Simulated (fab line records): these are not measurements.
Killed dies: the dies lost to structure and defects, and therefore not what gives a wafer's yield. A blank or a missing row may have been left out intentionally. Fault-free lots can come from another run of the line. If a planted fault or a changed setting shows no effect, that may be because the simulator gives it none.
A lot that was struck, set against a sound lot :: flow sky130 :: 16 steps out of a route of 708
Sound: the wafers L811.4, L811.5, L811.6. Wafers struck: L819.3, L819.4, L819.6. The cause is named last.
Order at every step that has rows: each side's tool, ch and its chambers, its first start. Under that, the readings that differ: sound wafers :: struck wafers :: difference of the means :: sigmas: that difference in standard deviations of wafers without a fault.
alike: same words and numbers on both sides, and readings whose means sit less than 2 such deviations apart. not compared: any withheld reading, any reading some wafer has no value for, any bound like >300 that may hide the same value, and any number with overlapping values for which the record gives no deviation.
A row with sigmas, a row that says differs or no value, or rows on one side alone: a step with any of these is where the two part. When numbers do not overlap yet have no deviation, they are printed without sigmas and do not part them. Lack of a reading on every wafer of one side parts them only where that side has two or more wafers.

first, 2 steps without rows for these wafers: SKY_METAL4_PEB_11; SKY_METAL4_DEVELOP_12 (develop time 60 s).
SKY_METAL4_CD_MEAS_13: target cd 300 nm.
  sound: cdSem-01 at day 43 07:11; struck: cdSem-01 at day 45 04:07
  alike: cdNm
SKY_METAL4_OVL_MEAS_14:
  sound: overlay-02 at day 43 07:16; struck: overlay-02 at day 45 04:13
  alike: METAL4_OVL
SKY_METAL4_DESCUM_15: chemistry O2, time 8 s.
  sound on rieMetal-03 ch 0,1, day 43 07:18; struck on rieMetal-03 ch 0,1, day 45 04:15
  alike: drypumpMotorCurrentA, oesProductAu
  not compared: rfHoursCounterH
SKY_METAL4_ETCH_16: etches BARC in N2/H2, stops on SiO2, time 88.2 s, target depth 60 nm.
  sound on rieMetal-03 ch 0,1, day 43 07:21; struck on rieMetal-03 ch 0,1, day 45 04:18
  alike: drypumpMotorCurrentA, oesProductAu, throttleValvePct
  not compared: rfHoursCounterH
SKY_METAL4_ETCH_17: etches SiO2 in C4F8/O2/Ar, stops on TiN, time 3.9 s, target depth 15 nm.
  sound on rieDiel-04 ch 1,2, day 43 07:25; struck on rieDiel-04 ch 0,1, day 45 04:22
  alike: oesProductAu
  not compared: rfHoursCounterH
then, 1 step without rows for these wafers: SKY_METAL4_METAL_ETCH_18 (etches the open film in Cl2/BCl3, stops on SiO2, target depth 845 nm, time 183.1 s).
SKY_METAL4_STRIP_19: strips in O2/N2.
  sound on plasmaAsher-02 ch 0,1, day 43 07:39; struck on plasmaAsher-01 ch 0,1, day 45 04:36
  alike: drypumpMotorCurrentA, oesProductAu, stripTimeToEndpointS
  not compared: rfHoursCounterH
then, 3 steps without rows for these wafers: SKY_METAL4_STRIP_20 (strips in post etch residue remover, time 1200 s); SKY_METAL4_CLEAN_21 (cleans in IPA, time 180 s); SKY_METAL4_CLEAN_22 (cleans in O3/DIW).
SKY_VIA4_HDPCVD_00: deposits SiO2, target thk 1750 nm, time 291.7 s.
  sound on hdpcvd-01 ch 0,1,2, day 43 08:18; struck on hdpcvd-01 ch 1,2, day 45 05:10
reading: sih4FlowSccm (sccm)
sound: 60.09 60.21 59.87
struck: 48.40 47.88 48.16
difference: -11.91
sigmas: -66

reading: model.SiO2_of_VIA4_HDPCVD_00.thkNm (nm)
sound: 1757 1732 1780
struck: 1397 1409 1405
difference: -353
sigmas: 
SKY_VIA4_THK_MEAS_01:
  sound: filmMetro-03 at day 43 08:25; struck: filmMetro-01 at day 45 05:22
reading: VIA4_HDPCVD_THK (nm)
sound: 1756 1733 1779
struck: 1395 1408 1405
difference: -353
sigmas: -22
SKY_VIA4_CMP_02: polishes SiO2.
  sound on cmp-01 ch 0,1,2, day 43 08:36; struck on cmp-02 ch 0,1,3, day 45 05:31
  alike: motorCurrentA
-- the record jumps here: 4 days lie between the struck wafers' starts before and after (it left off in module VIA4 and takes up again in module PAD_OPEN, whose first step shown is number 708 of the route) --
SKY_PAD_OPEN_PROBE_99:
  sound: prober-01 at day 47 03:17; struck: prober-02 at day 48 19:19
  alike: defectLimitedYield, killed_at_M0_to_M3, killed_at_M4_up, killedAtContacts, killedAtFrontEnd, killedAtOther, killedDies, killedOnRim, killedOpen, killedShort, sort_bin_3_pad_short, sort_bin_5_function, sort_bin_6_memory, sortNPass, sortYieldPct

## WHERE THEY PART
Last at SKY_VIA4_THK_MEAS_01 as far as this record goes, first at SKY_VIA4_HDPCVD_00. Later steps at which nothing parts them and some readings are alike: SKY_VIA4_CMP_02, SKY_PAD_OPEN_PROBE_99.

WHY: what had been put in by the simulator
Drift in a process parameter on hdpcvd-01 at SKY_VIA4_HDPCVD_00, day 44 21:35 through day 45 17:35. Setting sih4FlowSccm shifted by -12 from 60. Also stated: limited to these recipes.
